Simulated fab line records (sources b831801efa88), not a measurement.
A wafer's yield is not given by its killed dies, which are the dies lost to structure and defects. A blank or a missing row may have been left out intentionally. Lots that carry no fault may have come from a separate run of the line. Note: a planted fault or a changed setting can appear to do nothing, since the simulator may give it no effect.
Struck lot and sound lot, side by side / flow sky130 / 18 out of 708 route steps
Sound: these wafers, L416.3, L416.4, L416.5. Struck: wafer L413.1 (left out: L413.4, L413.5 of the same lot, which were not struck); the cause appears at the end.
At each step with rows: each side's tool, then ch and its chambers, then its first start. Under that, the readings that differ: sound wafers / struck wafers / difference of the means / sigmas: that difference in standard deviations of wafers without a fault.
alike: a reading whose means differ by less than 2 such deviations, as well as words and numbers matching on both sides. not compared: withheld readings; readings where some wafer has no value; bounds like >300 that might hide an equal value; numbers whose values overlap and for which the record gives no deviation.
A row with sigmas, a row that says differs or no value, or rows on one side alone: a step with any of these is where the two part. Numbers that have no deviation but don't overlap get no sigmas and don't part them. A reading missing from all wafers of one side parts the sides only when that side holds two or more wafers.

SKY_VIA1_ETCH_15: etches SiO2 in C4F8/O2/Ar, stops on TiN, target depth 351 nm, time 54 s.
  sound on rie_diel-03 ch 1,2,3, day 39 16:10; struck on rie_diel-04 ch 3, day 39 00:58
  alike: chamber_pressure_mTorr, oes_product_au
  not compared: rf_hours_counter_h
SKY_VIA1_STRIP_16: strips in O2/N2.
  sound on plasma_asher-01 ch 0,1, day 39 16:15; struck on plasma_asher-01 ch 1, day 39 01:01
reading=rf_hours_counter_h (h); sound=- - -; struck=50; difference=no value on the sound wafers; sigmas=
  alike: chamber_pressure_mTorr, drypump_motor_current_A, n2_flow_sccm, oes_product_au, strip_time_to_endpoint_s
then, 3 steps without rows for these wafers: SKY_VIA1_STRIP_17 (strips in post etch residue remover, time 1200 s); SKY_VIA1_CLEAN_18 (cleans in IPA, time 180 s); SKY_VIA1_CLEAN_19 (cleans in O3/DIW).
SKY_VIA1_SPUTTER_20: material TiN, target thk 20 nm, time 80 s.
  sound: pvd_sputter-03 at day 39 17:13; struck: pvd_sputter-03 at day 39 01:37
  alike: throttle_valve_pct
then, 1 step without rows for these wafers: SKY_VIA1_CVD_21 (deposits W, target thk 270 nm, time 80.902 s).
SKY_VIA1_RS_MEAS_22: uses a four-point probe to measure.
  sound: film_metro-04 at day 39 17:25; struck: film_metro-02 at day 39 01:46
  alike: VIA1_W_RS
SKY_VIA1_THK_MEAS_23: measures by xrf.
  sound: film_metro-04 at day 39 17:31; struck: film_metro-02 at day 39 01:53
  alike: VIA1_W_THK
then, 1 step without rows for these wafers: SKY_VIA1_CMP_24 (polishes, stops on SiO2, t overpolish 15 s, target thk 0 nm).
SKY_METAL2_SPUTTER_00: material Ti, target thk 15 nm, time 10 s.
  sound: pvd_sputter-03 at day 39 17:51; struck: pvd_sputter-01 at day 39 02:15
  alike: throttle_valve_pct
then, 1 step without rows for these wafers: SKY_METAL2_SPUTTER_01 (material TiN, target thk 20 nm, time 16.7 s).
SKY_METAL2_SPUTTER_02: material AlCu, target thk 250 nm, time 13.3 s.
  sound: pvd_sputter-03 at day 39 17:53; struck: pvd_sputter-01 at day 39 02:18
reading=model.AlCu_of_METAL2_SPUTTER_02.thk_nm (nm); sound=249.2 247.5 248.8; struck=234.8; difference=-13.7; sigmas=
  alike: throttle_valve_pct
SKY_METAL2_SPUTTER_03: material Ti, target thk 5 nm, time 3.3 s.
  sound: pvd_sputter-03 at day 39 17:55; struck: pvd_sputter-01 at day 39 02:19
  alike: throttle_valve_pct
then, 1 step without rows for these wafers: SKY_METAL2_SPUTTER_04 (material TiN, target thk 70 nm, time 58.3 s).
SKY_METAL2_RS_MEAS_05: uses a four-point probe to measure.
  sound: film_metro-04 at day 39 18:02; struck: film_metro-04 at day 39 02:41
reading=METAL2_ALCU_RS (ohm/sq); sound=0.1273 0.1283 0.1275; struck=0.1354; difference=+0.0077; sigmas=+6
  not compared: hold
SKY_METAL2_THK_MEAS_06: measures by xrf.
  sound: film_metro-04 at day 39 18:08; struck: film_metro-04 at day 39 04:19
reading=METAL2_ALCU_THK (nm); sound=251.8 249.0 250.2; struck=237.6; difference=-12.7; sigmas=-4
  not compared: hold
-- the record jumps here: 10 days lie between the struck wafers' starts before and after (it left off in module METAL2 and takes up again in module PAD_OPEN, whose first step shown is number 708 of the route) --
SKY_PAD_OPEN_PROBE_99:
  sound: prober-02 at day 50 01:53; struck: prober-01 at day 49 14:14
reading=killed_at_other; sound=0 0 0; struck=1; difference=+1; sigmas=+2
reading=killed_short; sound=30 36 42; struck=49; difference=+13; sigmas=+2
reading=model.etest.met2.line_ohm_um; sound=0.9032 0.9208 0.9372; struck=0.9704; difference=+0.0500; sigmas=
reading=model.etest.met2.rs_ohm_sq; sound=0.1278 0.1297 0.1291; struck=0.136; difference=+0.007; sigmas=
  alike: defect_limited_yield, killed_at_M0_to_M3, killed_at_M4_up, killed_at_contacts, killed_at_front_end, killed_dies, killed_open, sort_bin_3_pad_short, sort_bin_5_function, sort_bin_6_memory, sort_n_pass, sort_yield_pct

## WHERE THEY PART
At SKY_VIA1_STRIP_16 first; at SKY_PAD_OPEN_PROBE_99 last (within this record only).

WHY: the cause the simulator had injected
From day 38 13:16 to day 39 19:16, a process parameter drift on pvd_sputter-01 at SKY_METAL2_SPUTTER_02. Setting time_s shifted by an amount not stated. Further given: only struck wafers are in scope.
